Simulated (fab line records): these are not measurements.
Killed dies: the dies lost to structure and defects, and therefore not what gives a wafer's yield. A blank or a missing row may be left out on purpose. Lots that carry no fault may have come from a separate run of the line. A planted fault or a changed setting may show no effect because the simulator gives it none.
Matching of chambers / flow gf180mcu / GF_POLY_GATE_ETCH_13 on rie si-02 has 4 sister chambers
The step etches poly-Si in HBr/Cl2, stops on SiO2, target depth 198.5 nm, time 69.6 s. 14 wafers are shown with their chamber, then 7 later ones without.

EACH WAFER AND ITS CHAMBER
wafer=L188.2; chamber=2; HBr_flow_sccm (sccm)=150.5; throttle valve pct (%)=33.686; oes product au (a.u.)=0.971
wafer=L188.5; chamber=3; HBr_flow_sccm (sccm)=149.4; throttle valve pct (%)=33.696; oes product au (a.u.)=0.984
wafer=L188.6; chamber=2; HBr_flow_sccm (sccm)=149.2; throttle valve pct (%)=33.670; oes product au (a.u.)=0.982
wafer=L191.1; chamber=3; HBr_flow_sccm (sccm)=149.8; throttle valve pct (%)=33.666; oes product au (a.u.)=0.995
wafer=L191.3; chamber=1; HBr_flow_sccm (sccm)=149.9; throttle valve pct (%)=33.701; oes product au (a.u.)=0.982
wafer=L191.4; chamber=3; HBr_flow_sccm (sccm)=149.7; throttle valve pct (%)=33.679; oes product au (a.u.)=0.982
wafer=L192.2; chamber=3; HBr_flow_sccm (sccm)=149.7; throttle valve pct (%)=33.683; oes product au (a.u.)=0.988
wafer=L192.3; chamber=2; HBr_flow_sccm (sccm)=150.1; throttle valve pct (%)=33.690; oes product au (a.u.)=0.984
wafer=L192.4; chamber=1; HBr_flow_sccm (sccm)=150.7; throttle valve pct (%)=33.688; oes product au (a.u.)=0.989
wafer=L194.1; chamber=3; HBr_flow_sccm (sccm)=149.6; throttle valve pct (%)=33.693; oes product au (a.u.)=1.006
wafer=L194.3; chamber=1; HBr_flow_sccm (sccm)=150.5; throttle valve pct (%)=33.680; oes product au (a.u.)=0.994
wafer=L194.4; chamber=2; HBr_flow_sccm (sccm)=150.6; throttle valve pct (%)=33.693; oes product au (a.u.)=0.996
wafer=L199.1; chamber=0; HBr_flow_sccm (sccm)=149.4; throttle valve pct (%)=33.678; oes product au (a.u.)=0.986
wafer=L199.3; chamber=2; HBr_flow_sccm (sccm)=150.0; throttle valve pct (%)=33.683; oes product au (a.u.)=0.990

SIGNATURES (averages over the wafers above)
reading=HBr_flow_sccm; chamber 0=149.400; chamber 1=150.367; chamber 2=150.080; chamber 3=149.640; scatter within a chamber=0.408
reading=throttle valve pct; chamber 0=33.67800; chamber 1=33.68967; chamber 2=33.68440; chamber 3=33.68340; scatter within a chamber=0.0106
reading=oes product au; chamber 0=0.98600; chamber 1=0.98833; chamber 2=0.98460; chamber 3=0.99100; scatter within a chamber=0.00897
Rule: for a wafer and a chamber, the distance is found by dividing, reading by reading, the gap between the wafer's reading and the chamber's mean by the reading's scatter, squaring, summing and taking the root. If the next closest chamber is less than 2 further off than the closest, the wafer can't be placed; otherwise it belongs to the closest. The scatter: take each reading less its chamber's mean, square it, sum over the shown wafers, divide by the number of wafers less the number of chambers, and take the root.

WAFERS WHOSE CHAMBER IS MISSING
wafer=L199.4; HBr_flow_sccm (sccm)=149.9; throttle valve pct (%)=33.680; oes product au (a.u.)=0.989
wafer=L201.1; HBr_flow_sccm (sccm)=149.6; throttle valve pct (%)=33.681; oes product au (a.u.)=0.987
wafer=L201.3; HBr_flow_sccm (sccm)=149.6; throttle valve pct (%)=33.676; oes product au (a.u.)=0.984
wafer=L201.6; HBr_flow_sccm (sccm)=150.2; throttle valve pct (%)=33.685; oes product au (a.u.)=0.992
wafer=L206.1; HBr_flow_sccm (sccm)=150.1; throttle valve pct (%)=33.676; oes product au (a.u.)=0.986
wafer=L206.4; HBr_flow_sccm (sccm)=150.1; throttle valve pct (%)=33.677; oes product au (a.u.)=0.989
wafer=L206.5; HBr_flow_sccm (sccm)=150.3; throttle valve pct (%)=33.684; oes product au (a.u.)=0.983

CHAMBER TAKEN BY EACH
wafer=L199.4; from the rows above=can't be placed: 3 or 2 or 0 or 1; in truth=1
wafer=L201.1; from the rows above=can't be placed: 3 or 0 or 2 or 1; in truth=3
wafer=L201.3; from the rows above=can't be placed: 0 or 3 or 2 or 1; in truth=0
wafer=L201.6; from the rows above=can't be placed: 1 or 2 or 3 or 0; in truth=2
wafer=L206.1; from the rows above=can't be placed: 2 or 3 or 1 or 0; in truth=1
wafer=L206.4; from the rows above=can't be placed: 2 or 3 or 1 or 0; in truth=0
wafer=L206.5; from the rows above=can't be placed: 2 or 1 or 3 or 0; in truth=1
Placed correctly: 0 of 7. Not placeable from these rows: 7 (in 7, the candidates include the true chamber). Number placed wrongly: 0.
